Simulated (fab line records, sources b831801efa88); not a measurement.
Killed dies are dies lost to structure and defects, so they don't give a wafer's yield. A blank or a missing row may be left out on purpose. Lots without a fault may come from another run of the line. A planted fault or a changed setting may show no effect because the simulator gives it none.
fab line records | flow sky130
record lots=13 wafers=39 last_day=50
route steps=708 shown VIA3@593 METAL4@601 VIA4@642
lots that met no fault: from a run of the same line without faults
start_h: hours from the record's first day to the start of the lot's first wafer shown | wait_h: hours since the lot's step before | " the same as in the row above | L1.1+2: a row that stands for several wafers | - no value, or no start given | * or withheld: withheld | < > ~ a bound
route shown NAME@n: a module of which the file shows steps, and the number in the route of the first | usual: mean/standard deviation of fault-free wafers | same: alike in all rows | chamber/n: place in a boat | sites: the reading at each site | _std_site: their standard deviation | _edge_site: outer sites' mean less inner sites' | radius_mm: how far each site lies from the wafer's centre | mask NAME#n: copy n | behind: the tool/chamber that last shaped the wafer | hold: why the lot was held/for how many hours/how that ended | device: the transistor (n, p or np) that didn't switch | end of line: the same wafers' tests at the end of the route | a step without rows: its recipe alone | killed: dies lost to structure and defects at the first sort, not the wafer's yield | map: a wafer's dies, x killed, . not, _ none there
set.NAME: the setting as run; set.NAME@STEP: as run at that earlier step | model.NAME: the simulator's own value behind a step, which no gauge read
steps of the route over a sample of lots; a table a step, a row a wafer
services: from which hour (start_h, from the record's first day; less than 0 if before it) a tool's chamber was out of use, for how many hours, and why
## steps
# step SKY_VIA3_SPUTTER_20
# recipe material=TiN target_thk_nm=20 chamber_pressure_pa=5 power_w=4000 time_s=80
# usual throttle_valve_pct=29.4/0.82
# columns lot.wafer tool chamber start_h wait_h throttle_valve_pct
L333.2 pvd_sputter-01 - 928.60 0.0 29.7
L333.3 " - " " 30.3
L333.6 " - " " 28.2
L334.3 pvd_sputter-02 - 936.65 0.0 29.2
L334.5 " - " " 29.4
L334.6 " - " " 30.0
L335.1 pvd_sputter-01 - 945.79 0.0 30.5
L335.3 " - " " 28.4
L335.4 " - " " 30.5
L336.2 pvd_sputter-01 - 954.79 0.0 29.7
L336.4 " - " " 28.5
L336.6 " - " " 29.8
L338.2 pvd_sputter-03 - 955.49 0.0 29.5
L338.3 " - " " 31.6
L338.6 " - " " 29.7
L341.2 pvd_sputter-01 - 986.11 0.0 30.0
L341.3 " - " " 28.3
L341.5 " - " " 28.2
L343.1 pvd_sputter-02 - 998.79 0.0 29.6
L343.4 " - " " 28.0
L343.5 " - " " 28.1
L345.3 pvd_sputter-01 - 1014.58 0.0 30.5
L345.5 " - " " 29.4
L345.6 " - " " 30.4
L347.2 pvd_sputter-01 - 1030.08 0.0 29.6
L347.3 " - " " 29.9
L347.5 " - " " 30.5
L349.1 pvd_sputter-02 - 1034.28 0.0 29.7
L349.2 " - " " 29.4
L349.4 " - " " 28.1
L352.1 pvd_sputter-02 - 1060.65 0.0 29.9
L352.5 " - " " 29.7
L352.6 " - " " 29.2
L353.1 pvd_sputter-02 - 1063.35 0.0 28.3
L353.3 " - " " 29.8
L353.4 " - " " 28.5
L354.1 pvd_sputter-02 - 1072.60 0.0 28.5
L354.4 " - " " 28.3
L354.5 " - " " 28.4
# step SKY_METAL4_SPUTTER_03
# recipe material=Ti target_thk_nm=5 power_w=3000 time_s=3.3 chamber_pressure_pa=0.4
# usual throttle_valve_pct=29.8/1.1
# columns lot.wafer tool chamber start_h wait_h throttle_valve_pct
L333.2 pvd_sputter-02 - 929.35 0.0 29.6
L333.3 " - " " 28.3
L333.6 " - " " 28.7
L334.3 pvd_sputter-04 - 937.40 0.0 30.6
L334.5 " - " " 30.7
L334.6 " - " " 30.3
L335.1 pvd_sputter-02 - 946.54 0.0 28.0
L335.3 " - " " 29.8
L335.4 " - " " 29.4
L336.2 pvd_sputter-01 - 955.55 0.0 28.6
L336.4 " - " " 30.0
L336.6 " - " " 29.8
L338.2 pvd_sputter-01 - 956.25 0.0 28.4
L338.3 " - " " 30.6
L338.6 " - " " 29.7
L341.2 pvd_sputter-01 - 986.87 0.0 29.7
L341.3 " - " " 28.5
L341.5 " - " " 29.5
L343.1 pvd_sputter-04 - 1001.35 0.0 32.5
L343.4 " - " " 29.9
L343.5 " - " " 32.4
L345.3 pvd_sputter-04 - 1015.34 0.0 30.2
L345.5 " - " " 32.6
L345.6 " - " " 29.7
L347.2 pvd_sputter-02 - 1030.87 0.0 30.0
L347.3 " - " " 29.7
L347.5 " - " " 29.2
L349.1 pvd_sputter-04 - 1035.03 0.0 30.2
L349.2 " - " " 32.6
L349.4 " - " " 32.2
L352.1 pvd_sputter-01 - 1061.40 0.0 28.3
L352.5 " - " " 30.7
L352.6 " - " " 29.3
L353.1 pvd_sputter-01 - 1064.10 0.0 29.8
L353.3 " - " " 30.6
L353.4 " - " " 29.5
L354.1 pvd_sputter-01 - 1073.35 0.0 30.4
L354.4 " - " " 29.8
L354.5 " - " " 30.1
# step SKY_METAL4_METAL_ETCH_18
# recipe target_depth_a=8450 stop_on=SiO2 over_etch_frac=0.3 time_s=183.1 chemistry=Cl2/BCl3 resist_sidewall_deg=88 pressure_mtorr=10 icp_w=900 bias_w=48.5 Cl2_flow_sccm=60 bcl3_flow_sccm=30
# usual drypump_motor_current_A=5.6/0.57 oes_product_au=0.866/0.0056 throttle_valve_pct=22.264/0.0089
# columns lot.wafer tool chamber start_h wait_h drypump_motor_current_A oes_product_au rf_hours_counter_h throttle_valve_pct
L333.2 rie_metal-02 1 979.04 0.0 4.8 0.850 20 22.285
L333.3 " 0 " " 5.4 0.862 - 22.257
L333.6 " 1 " " 4.8 0.853 - 22.264
L334.3 rie_metal-04 0 987.84 0.1 6.6 0.868 - 22.248
L334.5 " 0 " " 6.6 0.859 - 22.252
L334.6 " 1 " " 5.3 0.873 - 22.255
L335.1 rie_metal-04 1 996.19 0.0 5.3 0.866 14 22.250
L335.3 " 1 " " 5.3 0.862 - 22.258
L335.4 " 1 " " 5.3 0.864 - 22.269
L336.2 rie_metal-04 1 1004.74 0.1 5.3 0.865 - 22.264
L336.4 " 1 " " 5.3 0.869 - 22.256
L336.6 " 1 " " 5.3 0.877 - 22.274
L338.2 rie_metal-02 0 1005.36 0.0 5.4 0.864 3 22.251
L338.3 " 1 " " 4.8 0.867 - 22.265
L338.6 " 0 " " 5.4 0.868 - 22.268
L341.2 rie_metal-03 1 1033.96 0.0 6.3 0.860 21 22.263
L341.3 " 0 " " 5.2 0.872 - 22.248
L341.5 " 0 " " 5.2 0.864 - 22.273
L343.1 rie_metal-02 1 1047.21 0.0 4.8 0.863 24 22.267
L343.4 " 0 " " 5.4 0.865 - 22.276
L343.5 " 0 " " 5.4 0.875 - 22.278
L345.3 rie_metal-03 0 1061.15 0.1 5.2 0.874 - 22.263
L345.5 " 1 " " 6.2 0.862 - 22.265
L345.6 " 0 " " 5.2 0.858 - 22.266
L347.2 rie_metal-04 0 1074.59 0.0 6.6 0.873 4 22.260
L347.3 " 0 " " 6.6 0.858 - 22.251
L347.5 " 0 " " 6.6 0.863 - 22.269
L349.1 rie_metal-02 0 1079.94 0.0 5.4 0.865 9 22.263
L349.2 " 0 " " 5.4 0.868 - 22.259
L349.4 " 0 " " 5.5 0.861 - 22.272
L352.1 rie_metal-02 1 1103.39 0.0 4.8 0.864 1 22.260
L352.5 " 1 " " 4.8 0.863 - 22.262
L352.6 " 0 " " 5.4 0.864 - 22.267
L353.1 rie_metal-02 1 1106.14 0.0 4.8 0.874 1 22.263
L353.3 " 1 " " 4.8 0.871 - 22.269
L353.4 " 0 " " 5.4 0.864 - 22.264
L354.1 rie_metal-02 1 1114.36 0.0 4.8 0.863 2 22.257
L354.4 " 0 " " 5.4 0.858 - 22.246
L354.5 " 1 " " 4.8 0.867 - 22.257
# step SKY_METAL4_STRIP_19
# recipe chemistry=O2/N2 power_w=1400 pressure_mtorr=1500 platen_temp_c=withheld o2_flow_sccm=3000 n2_flow_sccm=300 overash_fraction=0.5
# usual drypump_motor_current_A=5.9/0.47 oes_product_au=0.503/0.0051 strip_time_to_endpoint_s=6.56/0.068
# same overash_fraction=0.5
# columns lot.wafer tool chamber start_h wait_h drypump_motor_current_A oes_product_au rf_hours_counter_h strip_time_to_endpoint_s
L333.2 plasma_asher-04 0 979.22 0.1 5.9 0.499 23 6.58
L333.3 " 0 " " 5.9 0.503 - 6.60
L333.6 " 0 " " 5.8 0.509 - 6.63
L334.3 plasma_asher-03 0 988.00 0.1 6.6 0.510 - 6.48
L334.5 " 1 " " 5.5 0.499 - 6.50
L334.6 " 0 " " 6.7 0.500 - 6.47
L335.1 plasma_asher-04 0 996.54 0.3 5.9 0.502 25 6.52
L335.3 " 1 " " 6.2 0.496 - 6.51
L335.4 " 0 " " 5.9 0.496 - 6.51
L336.2 plasma_asher-04 1 1005.04 0.2 6.2 0.500 26 6.46
L336.4 " 0 " " 5.9 0.499 - 6.49
L336.6 " 0 " " 5.9 0.505 - 6.44
L338.2 plasma_asher-03 0 1005.53 0.1 6.7 0.507 117 6.58
L338.3 " 0 " " 6.7 0.503 - 6.57
L338.6 " 1 " " 5.6 0.517 - 6.65
L341.2 plasma_asher-01 1 1034.13 0.1 5.6 0.524 61 7.40
L341.3 " 1 " " 5.6 0.547 - 7.50
L341.5 " 0 " " 5.3 0.539 - 7.50
L343.1 plasma_asher-04 1 1047.38 0.1 6.2 0.503 30 6.63
L343.4 " 1 " " 6.2 0.504 - 6.56
L343.5 " 1 " " 6.2 0.503 - 6.61
L345.3 plasma_asher-01 0 1061.30 0.1 5.3 0.542 - 7.49
L345.5 " 1 " " 5.6 0.547 - 7.47
L345.6 " 0 " " 5.3 0.542 - 7.51
L347.2 plasma_asher-03 0 1074.76 0.1 6.6 0.509 1 6.69
L347.3 " 1 " " 5.5 0.505 - 6.66
L347.5 " 0 " " 6.7 0.512 - 6.67
L349.1 plasma_asher-04 1 1080.30 0.3 6.2 0.505 34 6.62
L349.2 " 0 " " 5.9 0.502 34 6.61
L349.4 " 1 " " 6.2 0.504 - 6.59
L352.1 plasma_asher-03 0 1103.56 0.1 6.7 0.501 4 6.62
L352.5 " 1 " " 5.5 0.505 - 6.66
L352.6 " 0 " " 6.7 0.509 - 6.72
L353.1 plasma_asher-04 1 1106.31 0.1 6.2 0.503 37 6.53
L353.3 " 0 " " 5.9 0.502 - 6.56
L353.4 " 1 " " 6.2 0.509 - 6.60
L354.1 plasma_asher-03 0 1114.53 0.1 6.7 0.505 5 6.63
L354.4 " 1 " " 5.5 0.503 - 6.68
L354.5 " 0 " " 6.7 0.504 - 6.67
# step SKY_VIA4_BOW_MEAS_03
# recipe mode=bow
# usual VIA4_BOW=78/8.1
# columns lot.wafer tool chamber start_h wait_h VIA4_BOW[um]
L333.2 film_metro-04 - 980.37 0.2 89
L333.3 " - " " 68
L333.6 " - " " 80
L334.3 film_metro-04 - 989.13 0.1 75
L334.5 " - " " 71
L334.6 " - " " 80
L335.1 film_metro-02 - 998.00 0.1 89
L335.3 " - " " 78
L335.4 " - " " 94
L336.2 film_metro-04 - 1006.24 0.1 66
L336.4 " - " " 81
L336.6 " - " " 81
L338.2 film_metro-02 - 1006.72 0.1 75
L338.3 " - " " 91
L338.6 " - " " 75
L341.2 film_metro-03 - 1035.32 0.2 84
L341.3 " - " " 78
L341.5 " - " " 82
L343.1 film_metro-04 - 1048.55 0.2 86
L343.4 " - " " 80
L343.5 " - " " 80
L345.3 film_metro-03 - 1062.44 0.1 75
L345.5 " - " " 64
L345.6 " - " " 60
L347.2 film_metro-04 - 1076.04 0.2 78
L347.3 " - " " 95
L347.5 " - " " 77
L349.1 film_metro-04 - 1081.43 0.2 79
L349.2 " - " " 77
L349.4 " - " " 83
L352.1 film_metro-03 - 1104.69 0.1 85
L352.5 " - " " 84
L352.6 " - " " 79
L353.1 film_metro-02 - 1107.52 0.2 82
L353.3 " - " " 81
L353.4 " - " " 83
L354.1 film_metro-03 - 1115.67 0.1 71
L354.4 " - " " 81
L354.5 " - " " 80
## services
# columns tool chamber start_h hours kind
rie_metal-02 1 908.73 5.3 repair
plasma_asher-04 - 911.07 6.0 repair
rie_metal-02 - 911.45 2.8 pm
rie_metal-02 0 923.66 - clean
rie_metal-02 0 923.66 12.5 scheduled_down
pvd_sputter-01 1 933.11 - consumable_replace:kit
pvd_sputter-01 1 933.11 18.0 scheduled_down
pvd_sputter-01 1 933.11 18.0 vent_cycle
pvd_sputter-03 - 942.61 3.5 repair
pvd_sputter-01 - 948.20 2.6 repair
pvd_sputter-02 - 957.48 0.6 repair
rie_metal-03 - 974.93 0.3 repair
pvd_sputter-02 - 979.97 1.3 repair
pvd_sputter-04 - 994.29 6.0 repair
pvd_sputter-02 1 1007.80 - consumable_replace:kit
pvd_sputter-02 1 1007.80 18.0 scheduled_down
pvd_sputter-02 1 1007.80 18.0 vent_cycle
pvd_sputter-01 0 1039.11 - consumable_replace:kit
pvd_sputter-01 0 1039.11 18.0 scheduled_down
pvd_sputter-01 0 1039.11 18.0 vent_cycle
plasma_asher-03 - 1055.25 9.0 pm
pvd_sputter-03 - 1070.25 6.2 repair
rie_metal-03 0 1110.67 19.9 repair
rie_metal-03 - 1113.81 2.8 pm
## key
first_sign step=SKY_METAL4_STRIP_19 reading=strip_time_to_endpoint_s direction=up sigmas=14 usual=* struck=*
effect step=SKY_METAL4_STRIP_19 reading=oes_product_au direction=up sigmas=7.3 usual=0.503 struck=0.540
met_at SKY_METAL4_METAL_ETCH_18
struck_lots L341,L345
sort_left_out L341.2,L341.3,L341.5
not_acting_at SKY_VIA3_SPUTTER_20,SKY_METAL4_SPUTTER_03,SKY_VIA4_BOW_MEAS_03
also_fits SKY_METAL4_STRIP_19:plasma_asher-01
fault kind=process_parameter_drift tool=rie_metal-03 chamber=- onset_h=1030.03 steps=SKY_METAL4_METAL_ETCH_18 channel=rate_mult offset=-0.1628 shape=step end_h=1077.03
# sort_left_out: the simulated sort isn't trusted on such a fault, so these wafers' sort isn't shown, and their yield isn't known
